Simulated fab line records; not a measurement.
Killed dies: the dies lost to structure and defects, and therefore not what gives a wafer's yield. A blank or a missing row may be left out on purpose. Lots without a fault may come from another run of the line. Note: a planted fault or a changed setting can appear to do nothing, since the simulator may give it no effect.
Matching of chambers -- flow gf180mcu -- GF_CONTACT_CMP_04 on cmp-01 has 4 sister chambers
The step polishes SiO2. 14 wafers are shown with their chamber, then 7 later ones without.

## WAFERS, EACH WITH ITS CHAMBER
wafer,chamber,motor-current-A (A),slurry-flow-ml-min,time-to-endpoint-s (s)
L933.1,1,12.3,150.0,108
L933.2,0,12.3,149.8,113
L933.3,3,13.6,149.8,105
L934.1,3,13.7,150.5,102
L934.2,1,12.7,149.7,106
L934.5,2,11.7,149.7,112
L941.3,3,13.9,150.1,102
L941.5,3,12.9,149.9,108
L941.6,0,13.0,150.0,113
L949.1,1,12.2,150.0,108
L949.3,0,13.0,149.6,106
L949.6,3,14.2,149.9,108
L951.1,2,12.3,149.2,101
L951.2,1,12.2,149.4,104

SIGNATURES, as means of the wafers listed above
reading,chamber 0,chamber 1,chamber 2,chamber 3,scatter within a chamber
motor-current-A,12.767,12.350,12.000,13.660,0.401
slurry-flow-ml-min,149.800,149.775,149.450,150.040,0.276
time-to-endpoint-s,110.67,106.50,106.50,105.00,3.74
Rule: a wafer's distance from a chamber is the root of the sum, over the readings, of the square of ((its reading less the chamber's mean) divided by the reading's scatter). The wafer belongs to the nearest chamber; if the next one is less than 2 further off, it can't be placed. The scatter is the square root of a quotient: the sum, over the shown wafers, of each reading's squared deviation from its chamber's mean, divided by wafers minus chambers.

## WAFERS MISSING THEIR CHAMBER
wafer,motor-current-A (A),slurry-flow-ml-min,time-to-endpoint-s (s)
L951.4,13.0,149.9,112
L953.1,14.1,150.1,116
L953.4,11.7,149.9,121
L953.6,11.4,149.1,116
L956.2,12.1,149.8,109
L956.3,12.8,150.2,114
L956.6,13.5,150.0,116

## WHICH CHAMBER EACH WENT THROUGH
wafer,from the rows above,in truth
L951.4,can't be placed: 0 or 1 or 3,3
L953.1,can't be placed: 3 or 0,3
L953.4,can't be placed: 0 or 1 or 2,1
L953.6,can't be placed: 2 or 1 or 0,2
L956.2,can't be placed: 1 or 2 or 0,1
L956.3,can't be placed: 0 or 1 or 3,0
L956.6,can't be placed: 0 or 3 or 1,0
Correctly placed: 0 of 7. Unplaceable from these rows: 7, with the true chamber sitting among the candidates in 7. Placed wrongly: 0.
